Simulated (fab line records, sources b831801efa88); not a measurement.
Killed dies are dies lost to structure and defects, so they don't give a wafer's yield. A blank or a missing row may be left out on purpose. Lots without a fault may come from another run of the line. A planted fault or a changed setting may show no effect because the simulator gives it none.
Which tool did it? | flow gf180mcu | 12 lots, 36 wafers sampled, at 6 steps of a route of 602

WHAT THE GAUGES READ, wafer by wafer
GF_HV_LDD_OVL_MEAS_08.
lot  | measured     | on         | HV_LDD_OVL (nm)
L583 | day 10 00:38 | overlay-02 | -2.3 -2.4 -1.6
L584 | day 10 06:05 | overlay-02 | -1.0 1.0 -0.8
L585 | day 10 13:16 | overlay-01 | -0.5 -0.6 -1.5
L586 | day 10 23:30 | overlay-02 | -1.3 -1.4 -0.4
L587 | day 11 07:10 | overlay-02 | -0.1 -2.1 0.1
L590 | day 12 01:53 | overlay-02 | 0.0 -0.9 0.8
L596 | day 14 06:23 | overlay-01 | 0.3 0.9 -0.7
L598 | day 14 18:59 | overlay-01 | 0.7 1.9 1.9
L599 | day 15 02:38 | overlay-02 | -1.3 -0.3 0.8
L600 | day 15 04:34 | overlay-02 | -1.5 -1.4 -0.6
L605 | day 16 17:36 | overlay-02 | -0.7 0.7 0.6
L606 | day 17 02:36 | overlay-02 | -2.6 -1.4 -1.1

GF_HV_LDD_TW_MEAS_38.
lot  | measured     | on            | HV_LDD_3_TW
L583 | day 11 14:05 | film_metro-03 | 1431 1422 1427
L584 | day 11 19:53 | film_metro-01 | 1416 1420 1418
L585 | day 12 02:10 | film_metro-03 | 1444 1439 1446
L586 | day 12 14:16 | film_metro-03 | 1443 1437 1443
L587 | day 12 23:01 | film_metro-03 | 1420 1428 1422
L590 | day 13 18:52 | film_metro-03 | 1436 1431 1427
L596 | day 16 02:43 | film_metro-03 | 1430 1427 1425
L598 | day 16 16:14 | film_metro-03 | 1423 1424 1434
L599 | day 16 23:27 | film_metro-03 | 1421 1430 1420
L600 | day 17 02:25 | film_metro-01 | 1427 1436 1437
L605 | day 18 16:59 | film_metro-01 | 1430 1422 1420
L606 | day 19 01:10 | film_metro-04 | 1432 1429 1431

GF_HV_LDD_OVL_MEAS_47.
lot  | measured     | on         | HV_LDD_03_OVL (nm)
L583 | day 12 07:50 | overlay-02 | 0.2 1.5 0.6
L584 | day 12 15:10 | overlay-02 | -0.4 -0.6 -0.1
L585 | day 12 21:58 | overlay-01 | -0.5 -0.4 0.6
L586 | day 13 09:51 | overlay-01 | -1.2 -1.2 -1.4
L587 | day 13 18:25 | overlay-01 | -2.5 -4.2 -1.9
L590 | day 14 14:46 | overlay-01 | -2.6 -2.6 -2.5
L596 | day 17 01:26 | overlay-02 | -1.9 -1.8 -1.5
L598 | day 17 14:52 | overlay-02 | -1.1 -1.8 -1.2
L599 | day 17 23:02 | overlay-01 | 0.2 1.7 -1.0
L600 | day 18 01:31 | overlay-02 | -0.7 -0.1 -0.8
L605 | day 19 17:16 | overlay-02 | -0.2 0.1 -0.2
L606 | day 20 01:11 | overlay-02 | 0.0 -0.6 0.0

GF_HV_LDD_RS_MEAS_53: measures by four-point-probe.
lot  | measured     | on            | HV_LDD_RS (ohm/sq)
L583 | day 12 08:18 | film_metro-01 | 417.0 416.6 415.7
L584 | day 12 15:38 | film_metro-01 | 420.9 421.4 420.5
L585 | day 12 22:26 | film_metro-01 | 416.4 416.6 414.3
L586 | day 13 10:19 | film_metro-04 | 415.0 414.7 414.4
L587 | day 13 18:53 | film_metro-04 | 416.8 416.0 417.5
L590 | day 14 15:14 | film_metro-01 | 419.3 419.6 418.5
L596 | day 17 01:54 | film_metro-03 | 418.5 419.1 420.4
L598 | day 17 15:21 | film_metro-01 | 419.4 418.6 418.8
L599 | day 17 23:31 | film_metro-03 | 418.9 418.7 419.4
L600 | day 18 02:00 | film_metro-03 | 417.0 418.2 418.4
L605 | day 19 17:46 | film_metro-04 | 418.6 419.4 418.9
L606 | day 20 01:40 | film_metro-01 | 418.7 419.0 418.8

WHICH TOOL RAN EACH LOT (tool, then ch and the chambers of the sampled wafers, then the start)
lot  | GF_POLY_GATE_ETCH_12               | GF_HV_LDD_IMPLANT_34
L583 | rie_diel-02 ch 1,2, day 9 04:55    | implanter-03 ch 0, day 11 13:32
L584 | rie_diel-04 ch 0,2,3, day 9 10:25  | implanter-03 ch 0, day 11 19:20
L585 | rie_diel-04 ch 0,1,2, day 9 17:47  | implanter-03 ch 0, day 12 01:37
L586 | rie_diel-03 ch 0,2,3, day 10 03:17 | implanter-03 ch 0, day 12 13:44
L587 | rie_diel-03 ch 0,2,3, day 10 11:56 | implanter-04 ch 0, day 12 22:28
L590 | rie_diel-02 ch 1,2,3, day 11 05:19 | implanter-02 ch 0, day 13 18:19
L596 | rie_diel-02 ch 0,2,3, day 13 08:02 | implanter-02 ch 0, day 16 02:10
L598 | rie_diel-04 ch 0,1,2, day 13 20:33 | implanter-02 ch 0, day 16 15:42
L599 | rie_diel-03 ch 0,2, day 14 02:43   | implanter-02 ch 0, day 16 22:54
L600 | rie_diel-02 ch 1,3, day 14 05:36   | implanter-02 ch 0, day 17 01:53
L605 | rie_diel-04 ch 0,1,2, day 15 17:50 | implanter-04 ch 0, day 18 16:29
L606 | rie_diel-02 ch 0,1,3, day 16 02:24 | implanter-03 ch 0, day 19 00:38
- GF_POLY_GATE_ETCH_12: etches BARC in N2/H2.
- GF_HV_LDD_IMPLANT_34

WHAT THE TOOLS THEMSELVES READ (means of the sampled wafers that have a number; where no wafer has one, the mark that the record gives instead)
GF_POLY_GATE_ETCH_12.
lot  | tool        | drypump_motor_current_A (A) | oes_product_au (a.u.) | throttle_valve_pct (%)
L583 | rie_diel-02 | 5.3                         | 0.735                 | 13.211
L584 | rie_diel-04 | 5.7                         | 0.736                 | 13.208
L585 | rie_diel-04 | 5.6                         | 0.734                 | 13.214
L586 | rie_diel-03 | 6.1                         | 0.731                 | 13.207
L587 | rie_diel-03 | 6.2                         | 0.734                 | 13.218
L590 | rie_diel-02 | 5.6                         | 0.733                 | 13.233
L596 | rie_diel-02 | 5.5                         | 0.732                 | 13.216
L598 | rie_diel-04 | 5.6                         | 0.737                 | 13.200
L599 | rie_diel-03 | 5.7                         | 0.733                 | 13.210
L600 | rie_diel-02 | 5.8                         | 0.735                 | 13.215
L605 | rie_diel-04 | 5.6                         | 0.739                 | 13.212
L606 | rie_diel-02 | 5.7                         | 0.735                 | 13.218

GF_HV_LDD_IMPLANT_34.
lot  | tool         | dose_ions_cm2 | faraday_current_uA
L583 | implanter-03 | 7.5e+12       | 43.1
L584 | implanter-03 | 7.5e+12       | 42.8
L585 | implanter-03 | 8.7e+12       | 48.6
L586 | implanter-03 | 8.7e+12       | 49.0
L587 | implanter-04 | 7.5e+12       | 42.6
L590 | implanter-02 | 7.5e+12       | 42.1
L596 | implanter-02 | 7.5e+12       | 43.2
L598 | implanter-02 | 7.5e+12       | 42.3
L599 | implanter-02 | 7.5e+12       | 43.0
L600 | implanter-02 | 7.5e+12       | 43.2
L605 | implanter-04 | 7.5e+12       | 42.6
L606 | implanter-03 | 7.5e+12       | 43.0

THE ANSWER, worked out from the rows above alone
Rule: what is usual is taken from the lots themselves. Put in order of their means at a reading, lots are off if they are a third of the lots or fewer, leave a main group of 4 or more, and stand apart from it by a gap of 3 or more times the standard deviation of the main group's means; of several such gaps the widest counts. A main group whose means are all the same, to the digits that the tables above print for the reading, isn't used. A lot without any number at a reading at which 4 lots or more have one is off too. The other lots that the step has rows for count as sound. The gauges are gone through in route order, then the tools' own readings, and for those a lot's mean is taken as printed above. The first step at which some lot is off is used, and at that step the reading that is off furthest; a lot without a number counts as furthest.
Off: L585, L586, at GF_HV_LDD_IMPLANT_34 (faraday_current_uA). The main group: mean 42.8, standard deviation 0.36.
A tool fits if, at that step or a process step before it, it ran every lot that is off, and no sound lot after the first of them. None of those tried fits.

WHAT THE SIMULATOR HAD PUT IN
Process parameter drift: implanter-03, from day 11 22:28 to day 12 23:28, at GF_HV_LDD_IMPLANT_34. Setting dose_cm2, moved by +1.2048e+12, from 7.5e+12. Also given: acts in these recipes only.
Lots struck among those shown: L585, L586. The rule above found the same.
